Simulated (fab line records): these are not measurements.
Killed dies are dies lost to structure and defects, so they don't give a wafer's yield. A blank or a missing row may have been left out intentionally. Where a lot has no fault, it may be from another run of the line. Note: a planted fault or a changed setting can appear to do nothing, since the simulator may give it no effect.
Split-lot trial	flow sky130	on a route of 708 steps: 5 lots, 23 wafers read

## SPLIT DETAILS
At SKY_LDD_LDN_IMPLANT_09, the setting energyKev was moved away from the recipe's 15 on 9 of the 23 wafers read, by -4.1% to +4.0%. This setting was run at the recipe's value on the other wafers.

The split's own step is where the reading is taken.

## THE READING
implant.drpNm (the simulator's own value, which no gauge read), in nm, at SKY_LDD_LDN_IMPLANT_09. No usual value for it is given in the file.

wafer	tool, chamber at the split	energyKev as run	against the recipe	implant.drpNm, nm	against lot-mates on the recipe
L077.1	implanter-04, 0	15.6	+4.0%	6.091	+0.158
L077.5	implanter-04, 0	15.6	+4.0%	6.091	+0.158
L077.6	implanter-04, 0	15.6	+4.0%	6.091	+0.158
L077.2	implanter-04, 0	15	recipe	5.933	-
L077.3	implanter-04, 0	15	recipe	5.933	-
L080.2	implanter-03, 0	15	recipe	5.933	-
L080.4	implanter-03, 0	15	recipe	5.933	-
L080.5	implanter-03, 0	15	recipe	5.933	-
L082.1	implanter-04, 0	15	recipe	5.933	-
L082.3	implanter-04, 0	15	recipe	5.933	-
L082.5	implanter-04, 0	15	recipe	5.933	-
L082.4	implanter-04, 0	14.39	-4.1%	5.765	-0.168
L082.6	implanter-04, 0	14.39	-4.1%	5.765	-0.168
L084.1	implanter-01, 0	14.73	-1.8%	5.859	-0.074
L084.2	implanter-01, 0	14.73	-1.8%	5.859	-0.074
L084.3	implanter-01, 0	15	recipe	5.933	-
L084.5	implanter-01, 0	15	recipe	5.933	-
L084.6	implanter-01, 0	15	recipe	5.933	-
L085.1	implanter-04, 0	15	recipe	5.933	-
L085.2	implanter-04, 0	15	recipe	5.933	-
L085.3	implanter-04, 0	15	recipe	5.933	-
L085.4	implanter-04, 0	14.59	-2.7%	5.821	-0.112
L085.5	implanter-04, 0	14.59	-2.7%	5.821	-0.112

THE FIT
A straight line over all 23 wafers: implant.drpNm changes by +0.0403 nm for each +1% of energyKev; r = +1.00; the points scatter about the line by 0.0015 nm.
The same after taking each lot's own level away (the mean of its wafers on the recipe; 23 wafers): +0.0403 nm for each +1%; r = +1.00; scatter 0.0015 nm.
Per that fit: largest energyKev move, reading shift of 0.16 nm.
The lots' own levels span 5.9330 to 5.9330 nm.
Hence the lot-to-lot level has little effect on the slope; both slopes agree.
Check: -0.164 nm against its lot-mates is what the line predicts for one of the wafers moved furthest among these (-4.1%) when that wafer is left out of the fit. Against them it came out at -0.168 nm.

## OTHER SPLITS APPLIED TO THESE WAFERS
Other splits were also applied to these wafers ahead of the reading. Each is held against what the fit with the lots' levels taken away leaves over:
other split on the same wafers	wafers away from the commonest value	r with implant.drpNm (lot level and that fit taken away)
SKY_RES_PROTECT_SOFTBAKE_03 tempC	2	-0.22
SKY_POLY_GATE_OXIDATION_20 oxTimeS	18	+0.33
SKY_LDD_N_IMPLANT_09 energyKev	5	-0.41
SKY_LDD_N_IMPLANT_14 energyKev	10	+0.07
SKY_LDD_P_IMPLANT_09 energyKev	6	+0.14
SKY_LDD_HVN_COAT_02 spinRpm	7	-0.13
SKY_LDD_HVN_IMPLANT_08 energyKev	8	-0.04
SKY_LDD_LDN_COAT_02 spinRpm	8	-0.16

## FILE'S OWN FIT
implant.drpNm changes by +0.0406 nm for each +1% of energyKev, r = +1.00.
